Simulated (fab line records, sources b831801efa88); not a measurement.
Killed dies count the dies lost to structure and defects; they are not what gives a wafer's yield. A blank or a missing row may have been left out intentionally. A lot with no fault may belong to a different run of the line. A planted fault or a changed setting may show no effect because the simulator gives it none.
The tool behind it: which one? ; flow gf180mcu ; 14 lots with 42 wafers sampled at 4 steps, on a route of 602 steps

WHAT THE GAUGES SHOWED, per wafer
GF_TOP_METAL_CD_MEAS_14: target cd 440 nm. Usual: 440.8 nm for cd-nm, sd 2.3.
lot;measured;on;cd-nm (nm);flag
L536;day 28 07:50;cd-sem-02;439.9 439.0 440.1;
L537;day 28 14:19;cd-sem-02;441.4 439.1 440.1;
L538;day 29 00:26;cd-sem-01;436.9 435.6 438.2;
L539;day 29 05:17;cd-sem-02;442.6 443.3 441.5;
L540;day 29 16:51;cd-sem-02;437.2 439.1 439.3;
L541;day 30 02:19;cd-sem-01;439.3 439.7 438.8;
L543;day 30 11:41;cd-sem-01;443.1 441.5 314.6;OFF
L545;day 31 02:52;cd-sem-01;316.7 440.1 438.9;OFF
L548;day 31 21:31;cd-sem-02;442.8 445.0 442.8;
L551;day 32 12:43;cd-sem-02;441.1 443.2 439.4;
L553;day 33 10:40;cd-sem-02;439.3 439.9 440.0;
L555;day 33 20:52;cd-sem-01;443.0 444.0 443.7;
L557;day 34 08:28;cd-sem-02;439.6 440.8 440.3;
L558;day 34 09:41;cd-sem-02;440.8 439.2 441.6;

WHICH TOOL RAN EACH LOT (tool, then ch and the chambers of the sampled wafers, then the start)
lot;GF_V5_CMP_04;GF_TOP_METAL_SPUTTER_00;GF_TOP_METAL_EXPOSE_11
L536;cmp-02 ch 0,1, day 26 14:10;pvd-sputter-04, day 27 12:53;iline-stepper-02 ch 0, day 27 22:19
L537;cmp-01 ch 0,1,3, day 26 20:28;pvd-sputter-03, day 27 18:40;iline-stepper-02 ch 0, day 28 04:43
L538;cmp-01 ch 0,3, day 27 07:40;pvd-sputter-02, day 28 05:00;iline-stepper-02 ch 0, day 28 14:59
L539;cmp-01 ch 1,2,3, day 27 13:32;pvd-sputter-04, day 28 10:13;iline-stepper-01 ch 0, day 28 19:58
L540;cmp-01 ch 1,2, day 27 23:46;pvd-sputter-02, day 28 21:24;iline-stepper-02 ch 0, day 29 07:38
L541;cmp-01 ch 2,3, day 28 10:16;pvd-sputter-02, day 29 07:09;iline-stepper-02 ch 0, day 29 17:01
L543;cmp-01 ch 0,1,3, day 28 20:04;pvd-sputter-04, day 29 16:48;iline-stepper-02 ch 0, day 30 03:04
L545;cmp-02 ch 0,2, day 29 12:07;pvd-sputter-04, day 30 08:15;iline-stepper-02 ch 0, day 30 17:41
L548;cmp-02 ch 0,1, day 30 07:58;pvd-sputter-03, day 31 04:04;iline-stepper-01 ch 0, day 31 13:02
L551;cmp-01 ch 0,1,3, day 31 00:50;pvd-sputter-04, day 31 20:19;iline-stepper-01 ch 0, day 32 04:50
L553;cmp-01 ch 2,3, day 32 00:01;pvd-sputter-02, day 32 18:05;iline-stepper-02 ch 0, day 33 02:07
L555;cmp-01 ch 0,1,3, day 32 10:40;pvd-sputter-03, day 33 05:04;iline-stepper-02 ch 0, day 33 13:20
L557;cmp-01 ch 1,2,3, day 32 23:42;pvd-sputter-04, day 33 17:08;iline-stepper-02 ch 0, day 34 00:59
L558;cmp-01 ch 0,1,2, day 33 01:10;pvd-sputter-02, day 33 18:11;iline-stepper-02 ch 0, day 34 02:32
- GF_V5_CMP_04: polishes SiO2.
- GF_TOP_METAL_SPUTTER_00: material Ti, target thk 37.5 nm, time 150 s.
- GF_TOP_METAL_EXPOSE_11: exposes mask MetalTop, target cd 440 nm.

WHAT THE TOOLS THEMSELVES READ (means of the sampled wafers that have a number; where no wafer has one, the mark that the record gives instead)
GF_V5_CMP_04. Usual: 11.2 A for motor-current-A, sd 0.66.
lot;tool;motor-current-A (A);flag
L536;cmp-02;11.1;
L537;cmp-01;10.9;
L538;cmp-01;10.6;
L539;cmp-01;11.0;
L540;cmp-01;11.5;
L541;cmp-01;10.7;
L543;cmp-01;11.1;
L545;cmp-02;11.6;
L548;cmp-02;11.0;
L551;cmp-01;10.8;
L553;cmp-01;11.1;
L555;cmp-01;10.8;
L557;cmp-01;11.3;
L558;cmp-01;11.3;

GF_TOP_METAL_SPUTTER_00. Usual: 30.0 % for throttle-valve-pct, sd 1.2.
lot;tool;throttle-valve-pct (%);flag
L536;pvd-sputter-04;29.6;
L537;pvd-sputter-03;29.0;
L538;pvd-sputter-02;30.6;
L539;pvd-sputter-04;29.9;
L540;pvd-sputter-02;30.5;
L541;pvd-sputter-02;30.6;
L543;pvd-sputter-04;30.0;
L545;pvd-sputter-04;30.1;
L548;pvd-sputter-03;28.6;
L551;pvd-sputter-04;30.2;
L553;pvd-sputter-02;30.3;
L555;pvd-sputter-03;30.2;
L557;pvd-sputter-04;30.1;
L558;pvd-sputter-02;30.8;

THE ANSWER, worked out from the rows above alone
Rule: a lot counts as off when the mean over its wafers that have a number is more than 3 standard deviations away from the usual mean. Also off: a lot with no number at a reading for which 4 or more lots have one. Any other lot the step has rows for is counted as sound. First the gauges in route order, then the tools' own readings, where a lot's mean is used as printed above. At the first step where some lot is off, the reading lying furthest off is the one used; lots without a number count as furthest.
Off: L543, L545, at GF_TOP_METAL_CD_MEAS_14 (cd-nm).
A tool fits if, at a process step before that reading, it ran every lot that is off, and no sound lot after the first of them. The gauges at GF_TOP_METAL_CD_MEAS_14 are tried like those tools. No candidate that was tried fits.

WHAT THE SIMULATOR HAD INSERTED
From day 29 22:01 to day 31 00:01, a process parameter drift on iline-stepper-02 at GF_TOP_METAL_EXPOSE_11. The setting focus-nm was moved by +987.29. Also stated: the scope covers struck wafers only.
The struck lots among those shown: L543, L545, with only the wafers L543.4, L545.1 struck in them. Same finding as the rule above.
